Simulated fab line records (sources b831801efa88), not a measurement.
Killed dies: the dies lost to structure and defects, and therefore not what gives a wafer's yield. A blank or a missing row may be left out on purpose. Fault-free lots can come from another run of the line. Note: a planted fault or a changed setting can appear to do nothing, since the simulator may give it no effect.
A sampling plan put to the test || flow gf180mcu || one fab line, 50 faults that these records tell of, each judged on the records of the lots that it struck
The plan consists of the line's own looks: route steps at which the wafer is read by a gauge or an inspection but not changed. Where struck wafers have a number at a look and the file lists that look's usual mean and standard deviation on fault-free wafers, the look can be judged. Caught: 4 or more of those standard deviations (sigma) separate the usual mean from the mean of the struck wafers at a look after the fault's first step. On the tool: the fault's steps, tested the same way using the tool's own readings. It also counts as caught if the struck wafers ran another recipe or if their record alone is blank.

== THE FAULTS, as the simulator had put them in ==
1. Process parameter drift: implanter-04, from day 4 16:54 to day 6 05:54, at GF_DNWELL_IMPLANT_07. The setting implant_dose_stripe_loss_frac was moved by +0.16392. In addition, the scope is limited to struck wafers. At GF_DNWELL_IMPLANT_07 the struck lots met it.
2. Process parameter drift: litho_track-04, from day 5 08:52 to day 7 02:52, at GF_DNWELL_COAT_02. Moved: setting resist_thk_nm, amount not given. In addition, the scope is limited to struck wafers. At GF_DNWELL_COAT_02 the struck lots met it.
3. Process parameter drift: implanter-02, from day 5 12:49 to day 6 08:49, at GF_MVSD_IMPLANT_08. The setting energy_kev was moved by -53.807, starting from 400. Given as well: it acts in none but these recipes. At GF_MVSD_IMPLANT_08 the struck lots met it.
4. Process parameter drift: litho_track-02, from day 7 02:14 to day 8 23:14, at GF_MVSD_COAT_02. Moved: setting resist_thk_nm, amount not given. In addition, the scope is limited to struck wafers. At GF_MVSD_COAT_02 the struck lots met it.
5. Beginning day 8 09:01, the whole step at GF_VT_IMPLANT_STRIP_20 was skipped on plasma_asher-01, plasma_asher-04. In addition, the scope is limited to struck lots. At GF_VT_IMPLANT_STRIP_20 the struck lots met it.
6. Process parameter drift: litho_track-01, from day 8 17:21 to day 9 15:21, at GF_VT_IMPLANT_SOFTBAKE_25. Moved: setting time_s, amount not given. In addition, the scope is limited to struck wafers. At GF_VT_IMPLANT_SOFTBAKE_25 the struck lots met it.
7. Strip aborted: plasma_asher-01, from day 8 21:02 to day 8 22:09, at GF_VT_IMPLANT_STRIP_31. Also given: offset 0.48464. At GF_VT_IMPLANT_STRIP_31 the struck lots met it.
8. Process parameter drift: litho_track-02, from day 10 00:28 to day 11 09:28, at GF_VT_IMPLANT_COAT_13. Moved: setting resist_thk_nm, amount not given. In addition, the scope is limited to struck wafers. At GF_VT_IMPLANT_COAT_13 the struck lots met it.
9. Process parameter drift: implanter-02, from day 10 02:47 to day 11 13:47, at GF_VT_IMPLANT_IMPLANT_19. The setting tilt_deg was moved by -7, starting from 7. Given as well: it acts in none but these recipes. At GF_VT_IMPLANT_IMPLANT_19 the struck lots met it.
10. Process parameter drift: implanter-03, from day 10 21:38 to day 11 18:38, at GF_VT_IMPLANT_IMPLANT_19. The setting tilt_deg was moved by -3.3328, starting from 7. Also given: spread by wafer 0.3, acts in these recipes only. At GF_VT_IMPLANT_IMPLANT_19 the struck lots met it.
11. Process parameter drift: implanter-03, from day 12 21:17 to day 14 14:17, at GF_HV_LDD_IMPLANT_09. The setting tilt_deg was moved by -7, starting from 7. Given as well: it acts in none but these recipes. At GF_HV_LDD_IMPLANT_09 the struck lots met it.
12. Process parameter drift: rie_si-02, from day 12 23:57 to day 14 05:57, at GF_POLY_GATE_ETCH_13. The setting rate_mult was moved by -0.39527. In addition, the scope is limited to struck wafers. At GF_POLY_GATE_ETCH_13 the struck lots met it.
13. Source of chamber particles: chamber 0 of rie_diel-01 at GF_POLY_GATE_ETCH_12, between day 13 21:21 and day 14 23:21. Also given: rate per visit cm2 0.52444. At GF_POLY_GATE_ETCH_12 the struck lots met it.
14. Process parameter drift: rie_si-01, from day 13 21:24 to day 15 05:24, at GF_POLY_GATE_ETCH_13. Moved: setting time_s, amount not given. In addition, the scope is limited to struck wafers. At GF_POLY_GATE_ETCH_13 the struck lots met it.
15. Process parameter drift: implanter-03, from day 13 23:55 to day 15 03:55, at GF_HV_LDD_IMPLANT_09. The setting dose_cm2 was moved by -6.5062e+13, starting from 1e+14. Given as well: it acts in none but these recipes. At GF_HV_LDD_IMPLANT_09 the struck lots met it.
16. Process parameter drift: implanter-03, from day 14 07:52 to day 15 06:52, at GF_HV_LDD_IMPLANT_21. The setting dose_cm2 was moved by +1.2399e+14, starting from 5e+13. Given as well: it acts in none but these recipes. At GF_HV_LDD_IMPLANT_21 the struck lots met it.
17. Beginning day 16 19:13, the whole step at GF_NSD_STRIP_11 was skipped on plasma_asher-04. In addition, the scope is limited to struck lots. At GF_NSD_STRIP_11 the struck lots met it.
18. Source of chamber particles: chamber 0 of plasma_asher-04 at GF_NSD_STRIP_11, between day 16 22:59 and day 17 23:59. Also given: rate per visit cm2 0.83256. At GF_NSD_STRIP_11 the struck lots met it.
19. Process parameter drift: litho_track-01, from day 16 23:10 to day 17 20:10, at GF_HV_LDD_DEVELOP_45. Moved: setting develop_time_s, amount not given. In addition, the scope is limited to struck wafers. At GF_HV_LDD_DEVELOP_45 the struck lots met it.
20. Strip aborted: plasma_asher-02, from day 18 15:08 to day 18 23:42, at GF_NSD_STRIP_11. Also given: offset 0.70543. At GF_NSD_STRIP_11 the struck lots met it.
21. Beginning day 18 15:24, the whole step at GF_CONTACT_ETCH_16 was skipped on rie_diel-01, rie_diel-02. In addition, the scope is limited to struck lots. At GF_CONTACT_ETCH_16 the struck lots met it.
22. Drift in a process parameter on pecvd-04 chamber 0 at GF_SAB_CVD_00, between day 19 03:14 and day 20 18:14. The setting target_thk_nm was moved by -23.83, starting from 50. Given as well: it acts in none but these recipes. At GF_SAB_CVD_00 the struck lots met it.
23. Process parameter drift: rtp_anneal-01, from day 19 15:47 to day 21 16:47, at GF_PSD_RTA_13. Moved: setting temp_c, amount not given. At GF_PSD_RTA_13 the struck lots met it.
24. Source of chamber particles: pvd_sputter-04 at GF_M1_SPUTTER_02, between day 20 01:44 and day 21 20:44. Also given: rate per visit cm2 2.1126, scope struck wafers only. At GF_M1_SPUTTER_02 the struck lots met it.
25. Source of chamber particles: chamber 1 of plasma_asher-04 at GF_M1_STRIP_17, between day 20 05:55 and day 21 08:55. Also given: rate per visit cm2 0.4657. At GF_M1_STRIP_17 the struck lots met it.
26. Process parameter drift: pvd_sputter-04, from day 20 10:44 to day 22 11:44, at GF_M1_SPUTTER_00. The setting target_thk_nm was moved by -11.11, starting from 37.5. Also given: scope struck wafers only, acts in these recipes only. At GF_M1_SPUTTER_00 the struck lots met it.
27. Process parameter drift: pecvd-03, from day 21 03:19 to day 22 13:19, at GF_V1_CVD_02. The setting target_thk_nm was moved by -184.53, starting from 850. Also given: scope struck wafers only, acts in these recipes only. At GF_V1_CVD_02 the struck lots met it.
28. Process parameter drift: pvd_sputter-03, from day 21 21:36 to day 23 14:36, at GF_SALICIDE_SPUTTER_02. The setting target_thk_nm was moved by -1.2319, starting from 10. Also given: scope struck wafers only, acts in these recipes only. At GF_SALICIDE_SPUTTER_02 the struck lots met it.
29. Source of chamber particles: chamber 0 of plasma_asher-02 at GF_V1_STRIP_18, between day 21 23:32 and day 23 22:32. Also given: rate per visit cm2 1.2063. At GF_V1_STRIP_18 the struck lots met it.
30. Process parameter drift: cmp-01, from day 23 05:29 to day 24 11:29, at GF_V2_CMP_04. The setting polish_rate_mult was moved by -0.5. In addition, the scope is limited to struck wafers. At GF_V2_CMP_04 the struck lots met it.
31. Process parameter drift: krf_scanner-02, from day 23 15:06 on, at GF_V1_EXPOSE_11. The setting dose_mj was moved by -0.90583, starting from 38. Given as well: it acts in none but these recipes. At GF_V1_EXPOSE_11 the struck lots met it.
32. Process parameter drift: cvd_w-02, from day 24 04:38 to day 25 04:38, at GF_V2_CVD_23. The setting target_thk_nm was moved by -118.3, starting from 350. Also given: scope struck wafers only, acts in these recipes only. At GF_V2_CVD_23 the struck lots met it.
33. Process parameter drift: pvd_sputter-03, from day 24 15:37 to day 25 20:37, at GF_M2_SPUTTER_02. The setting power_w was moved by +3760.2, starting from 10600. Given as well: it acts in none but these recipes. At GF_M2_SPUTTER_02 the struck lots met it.
34. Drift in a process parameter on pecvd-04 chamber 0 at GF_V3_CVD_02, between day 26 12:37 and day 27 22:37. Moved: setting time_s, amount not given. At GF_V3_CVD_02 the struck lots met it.
35. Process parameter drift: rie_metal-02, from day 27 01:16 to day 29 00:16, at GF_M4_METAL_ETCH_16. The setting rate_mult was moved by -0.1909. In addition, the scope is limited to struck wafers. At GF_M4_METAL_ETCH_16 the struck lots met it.
36. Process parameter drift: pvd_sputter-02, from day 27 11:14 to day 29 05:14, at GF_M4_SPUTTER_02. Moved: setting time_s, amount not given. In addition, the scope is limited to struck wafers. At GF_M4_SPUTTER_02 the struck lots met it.
37. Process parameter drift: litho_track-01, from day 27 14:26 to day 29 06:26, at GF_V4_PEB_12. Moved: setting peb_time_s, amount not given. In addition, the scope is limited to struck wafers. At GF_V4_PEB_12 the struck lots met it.
38. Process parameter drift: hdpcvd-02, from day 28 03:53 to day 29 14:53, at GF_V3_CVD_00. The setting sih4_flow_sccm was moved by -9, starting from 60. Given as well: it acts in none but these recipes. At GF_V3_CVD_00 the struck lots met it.
39. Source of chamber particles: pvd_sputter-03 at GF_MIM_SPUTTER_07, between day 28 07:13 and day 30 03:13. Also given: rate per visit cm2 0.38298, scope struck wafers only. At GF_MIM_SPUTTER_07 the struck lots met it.
40. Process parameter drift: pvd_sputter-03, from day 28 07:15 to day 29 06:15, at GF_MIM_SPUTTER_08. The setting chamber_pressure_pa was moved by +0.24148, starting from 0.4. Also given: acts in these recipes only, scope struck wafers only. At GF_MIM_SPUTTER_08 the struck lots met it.
41. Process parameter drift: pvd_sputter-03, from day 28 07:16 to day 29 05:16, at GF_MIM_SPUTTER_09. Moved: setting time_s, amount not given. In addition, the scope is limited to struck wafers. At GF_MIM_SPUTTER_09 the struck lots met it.
42. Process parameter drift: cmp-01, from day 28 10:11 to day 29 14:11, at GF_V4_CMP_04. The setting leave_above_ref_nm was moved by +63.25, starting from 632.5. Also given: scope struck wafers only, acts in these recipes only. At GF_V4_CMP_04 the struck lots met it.
43. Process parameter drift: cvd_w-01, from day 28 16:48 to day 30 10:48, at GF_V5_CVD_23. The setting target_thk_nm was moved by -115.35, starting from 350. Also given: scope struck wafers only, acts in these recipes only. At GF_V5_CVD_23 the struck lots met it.
44. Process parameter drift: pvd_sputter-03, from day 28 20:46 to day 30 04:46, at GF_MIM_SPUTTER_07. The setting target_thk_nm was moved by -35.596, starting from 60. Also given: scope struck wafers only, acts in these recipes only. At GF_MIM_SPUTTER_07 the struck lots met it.
45. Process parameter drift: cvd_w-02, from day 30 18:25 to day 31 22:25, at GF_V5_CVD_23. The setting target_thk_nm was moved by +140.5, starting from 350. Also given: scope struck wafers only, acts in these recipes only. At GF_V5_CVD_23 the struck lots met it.
46. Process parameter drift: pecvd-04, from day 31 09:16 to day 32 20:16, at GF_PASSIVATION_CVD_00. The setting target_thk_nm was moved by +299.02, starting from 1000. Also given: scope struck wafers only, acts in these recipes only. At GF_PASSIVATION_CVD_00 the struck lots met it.
47. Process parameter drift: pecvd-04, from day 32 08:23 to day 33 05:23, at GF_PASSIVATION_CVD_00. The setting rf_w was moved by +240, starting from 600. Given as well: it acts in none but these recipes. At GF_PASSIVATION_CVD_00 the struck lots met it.
48. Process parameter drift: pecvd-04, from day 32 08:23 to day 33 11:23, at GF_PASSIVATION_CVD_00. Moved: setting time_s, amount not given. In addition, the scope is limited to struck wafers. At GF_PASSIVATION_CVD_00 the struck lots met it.
49. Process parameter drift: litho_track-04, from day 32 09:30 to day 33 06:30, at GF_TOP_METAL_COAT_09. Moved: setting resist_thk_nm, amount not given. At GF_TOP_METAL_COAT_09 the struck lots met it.
50. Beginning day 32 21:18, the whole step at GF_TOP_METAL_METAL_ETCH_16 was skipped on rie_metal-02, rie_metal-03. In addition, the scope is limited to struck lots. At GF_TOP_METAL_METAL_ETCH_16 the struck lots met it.

== WHAT THE PLAN SAW ==
{"fault": 1, "on the tool itself": "under 2 sigma", "first look that catches it": "GF_DNWELL_TW_MEAS_09", "reading, sigma": "DNWELL_TW -7.7", "median hours from its first step to that look": 0.2, "hours from the fault's start to the first struck lot there": 6, "judged looks passed uncaught": 0}
{"fault": 2, "on the tool itself": "under 2 sigma", "first look that catches it": "not the one look that can be judged after it", "reading, sigma": "-", "median hours from its first step to that look": "-", "hours from the fault's start to the first struck lot there": "-", "judged looks passed uncaught": 1}
{"fault": 3, "on the tool itself": "beam_energy_keV -99 or beyond sigma", "first look that catches it": "GF_VT_IMPLANT_RS_MEAS_46", "reading, sigma": "MVSD_RS +12", "median hours from its first step to that look": 80.4, "hours from the fault's start to the first struck lot there": 84, "judged looks passed uncaught": 2}
{"fault": 4, "on the tool itself": "under 2 sigma", "first look that catches it": "not the one look that can be judged after it", "reading, sigma": "-", "median hours from its first step to that look": "-", "hours from the fault's start to the first struck lot there": "-", "judged looks passed uncaught": 1}
{"fault": 5, "on the tool itself": "the tool's record is blank for the struck wafers", "first look that catches it": "GF_VT_IMPLANT_TW_MEAS_32", "reading, sigma": "VT_IMPLANT_3_TW -99 or beyond", "median hours from its first step to that look": 17.3, "hours from the fault's start to the first struck lot there": 21, "judged looks passed uncaught": 0}
{"fault": 6, "on the tool itself": "heater_power_total_W +99 or beyond sigma", "first look that catches it": "not the one look that can be judged after it", "reading, sigma": "-", "median hours from its first step to that look": "-", "hours from the fault's start to the first struck lot there": "-", "judged looks passed uncaught": 1}
{"fault": 7, "on the tool itself": "oes_product_au +50 sigma", "first look that catches it": "GF_VT_IMPLANT_TW_MEAS_43", "reading, sigma": "VT_IMPLANT_4_TW -99 or beyond", "median hours from its first step to that look": 17.9, "hours from the fault's start to the first struck lot there": 19, "judged looks passed uncaught": 0}
{"fault": 8, "on the tool itself": "no reading that can be judged", "first look that catches it": "not the one look that can be judged after it", "reading, sigma": "-", "median hours from its first step to that look": "-", "hours from the fault's start to the first struck lot there": "-", "judged looks passed uncaught": 1}
{"fault": 9, "on the tool itself": "tilt_deg -99 or beyond sigma", "first look that catches it": "GF_VT_IMPLANT_TW_MEAS_21", "reading, sigma": "VT_IMPLANT_2_TW -19", "median hours from its first step to that look": 0.2, "hours from the fault's start to the first struck lot there": 3, "judged looks passed uncaught": 0}
{"fault": 10, "on the tool itself": "under 2 sigma", "first look that catches it": "none of the 3 looks that can be judged after it", "reading, sigma": "strongest: VT_IMPLANT_2_TW at GF_VT_IMPLANT_TW_MEAS_21, -3.1", "median hours from its first step to that look": "-", "hours from the fault's start to the first struck lot there": "-", "judged looks passed uncaught": 3}
{"fault": 11, "on the tool itself": "tilt_deg -99 or beyond sigma", "first look that catches it": "GF_HV_LDD_TW_MEAS_11", "reading, sigma": "HV_LDD_TW -11", "median hours from its first step to that look": 0.2, "hours from the fault's start to the first struck lot there": 6, "judged looks passed uncaught": 0}
{"fault": 12, "on the tool itself": "oes_product_au -35 sigma", "first look that catches it": "no look after it can be judged", "reading, sigma": "-", "median hours from its first step to that look": "-", "hours from the fault's start to the first struck lot there": "-", "judged looks passed uncaught": 0}
{"fault": 13, "on the tool itself": "under 2 sigma", "first look that catches it": "no look after it can be judged", "reading, sigma": "-", "median hours from its first step to that look": "-", "hours from the fault's start to the first struck lot there": "-", "judged looks passed uncaught": 0}
{"fault": 14, "on the tool itself": "run_length_s -43 sigma", "first look that catches it": "no look after it can be judged", "reading, sigma": "-", "median hours from its first step to that look": "-", "hours from the fault's start to the first struck lot there": "-", "judged looks passed uncaught": 0}
{"fault": 15, "on the tool itself": "dose_ions_cm2 -99 or beyond sigma", "first look that catches it": "GF_HV_LDD_TW_MEAS_11", "reading, sigma": "HV_LDD_TW -35", "median hours from its first step to that look": 0.2, "hours from the fault's start to the first struck lot there": 17, "judged looks passed uncaught": 0}
{"fault": 16, "on the tool itself": "dose_ions_cm2 +99 or beyond sigma", "first look that catches it": "GF_HV_LDD_TW_MEAS_23", "reading, sigma": "HV_LDD_2_TW +59", "median hours from its first step to that look": 0.2, "hours from the fault's start to the first struck lot there": 9, "judged looks passed uncaught": 0}
{"fault": 17, "on the tool itself": "the tool's record is blank for the struck wafers", "first look that catches it": "GF_PSD_TW_MEAS_11", "reading, sigma": "PSD_TW -99 or beyond", "median hours from its first step to that look": 23.4, "hours from the fault's start to the first struck lot there": 25, "judged looks passed uncaught": 0}
{"fault": 18, "on the tool itself": "under 2 sigma", "first look that catches it": "none of the 2 looks that can be judged after it", "reading, sigma": "-", "median hours from its first step to that look": "-", "hours from the fault's start to the first struck lot there": "-", "judged looks passed uncaught": 2}
{"fault": 19, "on the tool itself": "under 2 sigma", "first look that catches it": "no look after it can be judged", "reading, sigma": "-", "median hours from its first step to that look": "-", "hours from the fault's start to the first struck lot there": "-", "judged looks passed uncaught": 0}
{"fault": 20, "on the tool itself": "oes_product_au -41 sigma", "first look that catches it": "GF_PSD_TW_MEAS_11", "reading, sigma": "PSD_TW -99 or beyond", "median hours from its first step to that look": 24.2, "hours from the fault's start to the first struck lot there": 33, "judged looks passed uncaught": 0}
{"fault": 21, "on the tool itself": "the tool's record is blank for the struck wafers", "first look that catches it": "no look after it can be judged", "reading, sigma": "-", "median hours from its first step to that look": "-", "hours from the fault's start to the first struck lot there": "-", "judged looks passed uncaught": 0}
{"fault": 22, "on the tool itself": "under 2 sigma", "first look that catches it": "GF_SAB_THK_MEAS_01", "reading, sigma": "SAB_CVD_00_THK -30", "median hours from its first step to that look": 0.0, "hours from the fault's start to the first struck lot there": 5, "judged looks passed uncaught": 0}
{"fault": 23, "on the tool itself": "wafer_temp_C_max +18 sigma", "first look that catches it": "GF_PSD_RS_MEAS_14", "reading, sigma": "NSD_RS -40", "median hours from its first step to that look": 0.1, "hours from the fault's start to the first struck lot there": 8, "judged looks passed uncaught": 0}
{"fault": 24, "on the tool itself": "only faintly: throttle_valve_pct +2.0 sigma", "first look that catches it": "not the one look that can be judged after it", "reading, sigma": "-", "median hours from its first step to that look": "-", "hours from the fault's start to the first struck lot there": "-", "judged looks passed uncaught": 1}
{"fault": 25, "on the tool itself": "under 2 sigma", "first look that catches it": "no look after it can be judged", "reading, sigma": "-", "median hours from its first step to that look": "-", "hours from the fault's start to the first struck lot there": "-", "judged looks passed uncaught": 0}
{"fault": 26, "on the tool itself": "under 2 sigma", "first look that catches it": "no look after it can be judged", "reading, sigma": "-", "median hours from its first step to that look": "-", "hours from the fault's start to the first struck lot there": "-", "judged looks passed uncaught": 0}
{"fault": 27, "on the tool itself": "under 2 sigma", "first look that catches it": "GF_V1_THK_MEAS_03", "reading, sigma": "V1_CVD_02_THK -14", "median hours from its first step to that look": 0.1, "hours from the fault's start to the first struck lot there": 2, "judged looks passed uncaught": 0}
{"fault": 28, "on the tool itself": "under 2 sigma", "first look that catches it": "GF_SALICIDE_RS_MEAS_04", "reading, sigma": "SALICIDE_TIN_RS +7.9", "median hours from its first step to that look": 0.1, "hours from the fault's start to the first struck lot there": 21, "judged looks passed uncaught": 0}
{"fault": 29, "on the tool itself": "under 2 sigma", "first look that catches it": "not the one look that can be judged after it", "reading, sigma": "-", "median hours from its first step to that look": "-", "hours from the fault's start to the first struck lot there": "-", "judged looks passed uncaught": 1}
{"fault": 30, "on the tool itself": "only faintly: time_to_endpoint_s +3.7 sigma", "first look that catches it": "not the one look that can be judged after it", "reading, sigma": "-", "median hours from its first step to that look": "-", "hours from the fault's start to the first struck lot there": "-", "judged looks passed uncaught": 1}
{"fault": 31, "on the tool itself": "exposure_dose_mJ_cm2 -6.8 sigma", "first look that catches it": "none of the 2 looks that can be judged after it", "reading, sigma": "strongest: cd_nm at GF_V1_CD_MEAS_14, -3.4", "median hours from its first step to that look": "-", "hours from the fault's start to the first struck lot there": "-", "judged looks passed uncaught": 2}
{"fault": 32, "on the tool itself": "under 2 sigma", "first look that catches it": "GF_V2_RS_MEAS_24", "reading, sigma": "V2_W_RS +54", "median hours from its first step to that look": 0.1, "hours from the fault's start to the first struck lot there": 2, "judged looks passed uncaught": 0}
{"fault": 33, "on the tool itself": "cathode_dc_power_W +99 or beyond sigma", "first look that catches it": "GF_M2_RS_MEAS_05", "reading, sigma": "M2_ALCU_RS -28", "median hours from its first step to that look": 0.1, "hours from the fault's start to the first struck lot there": 11, "judged looks passed uncaught": 0}
{"fault": 34, "on the tool itself": "run_length_s -99 or beyond sigma", "first look that catches it": "GF_V3_THK_MEAS_03", "reading, sigma": "V3_CVD_02_THK -48", "median hours from its first step to that look": 0.1, "hours from the fault's start to the first struck lot there": 4, "judged looks passed uncaught": 0}
{"fault": 35, "on the tool itself": "oes_product_au -13 sigma", "first look that catches it": "not the one look that can be judged after it", "reading, sigma": "-", "median hours from its first step to that look": "-", "hours from the fault's start to the first struck lot there": "-", "judged looks passed uncaught": 1}
{"fault": 36, "on the tool itself": "under 2 sigma", "first look that catches it": "GF_M4_RS_MEAS_05", "reading, sigma": "M4_ALCU_RS -4.0", "median hours from its first step to that look": 0.1, "hours from the fault's start to the first struck lot there": 4, "judged looks passed uncaught": 0}
{"fault": 37, "on the tool itself": "heater_power_total_W +99 or beyond sigma", "first look that catches it": "GF_V4_CD_MEAS_14", "reading, sigma": "cd_nm -6.6", "median hours from its first step to that look": 0.3, "hours from the fault's start to the first struck lot there": 7, "judged looks passed uncaught": 0}
{"fault": 38, "on the tool itself": "sih4_flow_sccm -53 sigma", "first look that catches it": "GF_V3_THK_MEAS_01", "reading, sigma": "V3_CVD_00_THK -16", "median hours from its first step to that look": 0.1, "hours from the fault's start to the first struck lot there": 5, "judged looks passed uncaught": 0}
{"fault": 39, "on the tool itself": "under 2 sigma", "first look that catches it": "none of the 2 looks that can be judged after it", "reading, sigma": "-", "median hours from its first step to that look": "-", "hours from the fault's start to the first struck lot there": "-", "judged looks passed uncaught": 2}
{"fault": 40, "on the tool itself": "chamber_pressure_pa +99 or beyond sigma", "first look that catches it": "GF_MIM_RS_MEAS_10", "reading, sigma": "MIM_ALCU_RS +13", "median hours from its first step to that look": 0.1, "hours from the fault's start to the first struck lot there": 14, "judged looks passed uncaught": 0}
{"fault": 41, "on the tool itself": "under 2 sigma", "first look that catches it": "none of the 4 looks that can be judged after it", "reading, sigma": "-", "median hours from its first step to that look": "-", "hours from the fault's start to the first struck lot there": "-", "judged looks passed uncaught": 4}
{"fault": 42, "on the tool itself": "only faintly: time_to_endpoint_s -3.7 sigma", "first look that catches it": "no look after it can be judged", "reading, sigma": "-", "median hours from its first step to that look": "-", "hours from the fault's start to the first struck lot there": "-", "judged looks passed uncaught": 0}
{"fault": 43, "on the tool itself": "under 2 sigma", "first look that catches it": "GF_V5_RS_MEAS_24", "reading, sigma": "V5_W_RS +47", "median hours from its first step to that look": 0.1, "hours from the fault's start to the first struck lot there": 5, "judged looks passed uncaught": 0}
{"fault": 44, "on the tool itself": "under 2 sigma", "first look that catches it": "not the one look that can be judged after it", "reading, sigma": "-", "median hours from its first step to that look": "-", "hours from the fault's start to the first struck lot there": "-", "judged looks passed uncaught": 1}
{"fault": 45, "on the tool itself": "under 2 sigma", "first look that catches it": "GF_V5_RS_MEAS_24", "reading, sigma": "V5_W_RS -27", "median hours from its first step to that look": 0.1, "hours from the fault's start to the first struck lot there": 12, "judged looks passed uncaught": 0}
{"fault": 46, "on the tool itself": "under 2 sigma", "first look that catches it": "GF_PASSIVATION_THK_MEAS_01", "reading, sigma": "PASSIVATION_CVD_00_THK +22", "median hours from its first step to that look": 0.1, "hours from the fault's start to the first struck lot there": 2, "judged looks passed uncaught": 0}
{"fault": 47, "on the tool itself": "rf_fwd_power_W +99 or beyond sigma", "first look that catches it": "GF_PASSIVATION_THK_MEAS_01", "reading, sigma": "PASSIVATION_CVD_00_THK +8.2", "median hours from its first step to that look": 0.1, "hours from the fault's start to the first struck lot there": 5, "judged looks passed uncaught": 0}
{"fault": 48, "on the tool itself": "run_length_s -86 sigma", "first look that catches it": "GF_PASSIVATION_THK_MEAS_01", "reading, sigma": "PASSIVATION_CVD_00_THK -29", "median hours from its first step to that look": 0.1, "hours from the fault's start to the first struck lot there": 5, "judged looks passed uncaught": 0}
{"fault": 49, "on the tool itself": "under 2 sigma", "first look that catches it": "GF_TOP_METAL_CD_MEAS_14", "reading, sigma": "cd_nm +11", "median hours from its first step to that look": 8.1, "hours from the fault's start to the first struck lot there": 14, "judged looks passed uncaught": 0}
{"fault": 50, "on the tool itself": "the tool's record is blank for the struck wafers", "first look that catches it": "no look after it can be judged", "reading, sigma": "-", "median hours from its first step to that look": "-", "hours from the fault's start to the first struck lot there": "-", "judged looks passed uncaught": 0}
A dash: this means the fault isn't caught or the number doesn't appear in these records.

Caught at a look: 27 of 50. Caught on the tool: 24 of 50. By one or the other: 34 of 50.
On the tool alone, faults 6, 12, 14, 21, 31, 35, 50 were caught.
Caught at a look alone: faults 1, 22, 27, 28, 32, 36, 43, 45, 46, 49.
Caught by neither: faults 2, 4, 8, 10, 13, 18, 19, 24, 25, 26, 29, 30, 39, 41, 42, 44.

== THINNER SAMPLING ==
In the worst case, this is how late the first struck lot would be measured if the look that catches a fault measured only every second or every third lot, by lot number:
{"fault": 1, "struck lots at that look, in order of time": "L887, L888", "every lot": "6 h", "every second lot": "7 h", "every third lot": "may miss all 2"}
{"fault": 3, "struck lots at that look, in order of time": "L163, L165", "every lot": "84 h", "every second lot": "may miss all 2", "every third lot": "may miss all 2"}
{"fault": 5, "struck lots at that look, in order of time": "L517, L518", "every lot": "21 h", "every second lot": "28 h", "every third lot": "may miss all 2"}
{"fault": 7, "struck lots at that look, in order of time": "L544", "every lot": "19 h", "every second lot": "may miss it", "every third lot": "may miss it"}
{"fault": 9, "struck lots at that look, in order of time": "L927, L928", "every lot": "3 h", "every second lot": "10 h", "every third lot": "may miss all 2"}
{"fault": 11, "struck lots at that look, in order of time": "L815, L816", "every lot": "6 h", "every second lot": "10 h", "every third lot": "may miss all 2"}
{"fault": 15, "struck lots at that look, in order of time": "L119, L120", "every lot": "17 h", "every second lot": "24 h", "every third lot": "may miss all 2"}
{"fault": 16, "struck lots at that look, in order of time": "L474, L476", "every lot": "9 h", "every second lot": "may miss all 2", "every third lot": "may miss all 2"}
{"fault": 17, "struck lots at that look, in order of time": "L684, L685", "every lot": "25 h", "every second lot": "30 h", "every third lot": "may miss all 2"}
{"fault": 20, "struck lots at that look, in order of time": "L728", "every lot": "33 h", "every second lot": "may miss it", "every third lot": "may miss it"}
{"fault": 22, "struck lots at that look, in order of time": "L908, L909", "every lot": "5 h", "every second lot": "13 h", "every third lot": "may miss all 2"}
{"fault": 23, "struck lots at that look, in order of time": "L466, L468", "every lot": "8 h", "every second lot": "may miss all 2", "every third lot": "may miss all 2"}
{"fault": 27, "struck lots at that look, in order of time": "L968, L969", "every lot": "2 h", "every second lot": "16 h", "every third lot": "may miss all 2"}
{"fault": 28, "struck lots at that look, in order of time": "L331, L332", "every lot": "21 h", "every second lot": "24 h", "every third lot": "may miss all 2"}
{"fault": 32, "struck lots at that look, in order of time": "L510, L511, L512", "every lot": "2 h", "every second lot": "22 h", "every third lot": "24 h"}
{"fault": 33, "struck lots at that look, in order of time": "L739, L740", "every lot": "11 h", "every second lot": "13 h", "every third lot": "may miss all 2"}
{"fault": 34, "struck lots at that look, in order of time": "L310, L311, L312", "every lot": "4 h", "every second lot": "13 h", "every third lot": "17 h"}
{"fault": 36, "struck lots at that look, in order of time": "L475, L477", "every lot": "4 h", "every second lot": "may miss all 2", "every third lot": "may miss all 2"}
{"fault": 37, "struck lots at that look, in order of time": "L944, L946, L948", "every lot": "7 h", "every second lot": "may miss all 3", "every third lot": "34 h"}
{"fault": 38, "struck lots at that look, in order of time": "L621, L622", "every lot": "5 h", "every second lot": "10 h", "every third lot": "may miss all 2"}
{"fault": 40, "struck lots at that look, in order of time": "L763", "every lot": "14 h", "every second lot": "may miss it", "every third lot": "may miss it"}
{"fault": 43, "struck lots at that look, in order of time": "L109, L110, L111", "every lot": "5 h", "every second lot": "20 h", "every third lot": "22 h"}
{"fault": 45, "struck lots at that look, in order of time": "L596, L599", "every lot": "12 h", "every second lot": "24 h", "every third lot": "may miss all 2"}
{"fault": 46, "struck lots at that look, in order of time": "L787, L789", "every lot": "2 h", "every second lot": "may miss all 2", "every third lot": "may miss all 2"}
{"fault": 47, "struck lots at that look, in order of time": "L257, L259", "every lot": "5 h", "every second lot": "may miss all 2", "every third lot": "may miss all 2"}
{"fault": 48, "struck lots at that look, in order of time": "L201, L203", "every lot": "5 h", "every second lot": "may miss all 2", "every third lot": "may miss all 2"}
{"fault": 49, "struck lots at that look, in order of time": "L232, L233", "every lot": "14 h", "every second lot": "25 h", "every third lot": "may miss all 2"}
Hours: fault start to first struck lot measured. 4 sigma limit: tested on the pooled struck wafers, so a lone lot may be under it. Other struck lots may not be in these records.

== THE LONGEST TIMED WAY FROM STEP TO LOOK ==
In fault 3, a median of 80.4 hours elapses between GF_MVSD_IMPLANT_08 and GF_VT_IMPLANT_RS_MEAS_46. The looks between them that can be judged stayed within 4 sigma: GF_MVSD_TW_MEAS_11, GF_MVPSD_OVL_MEAS_07.
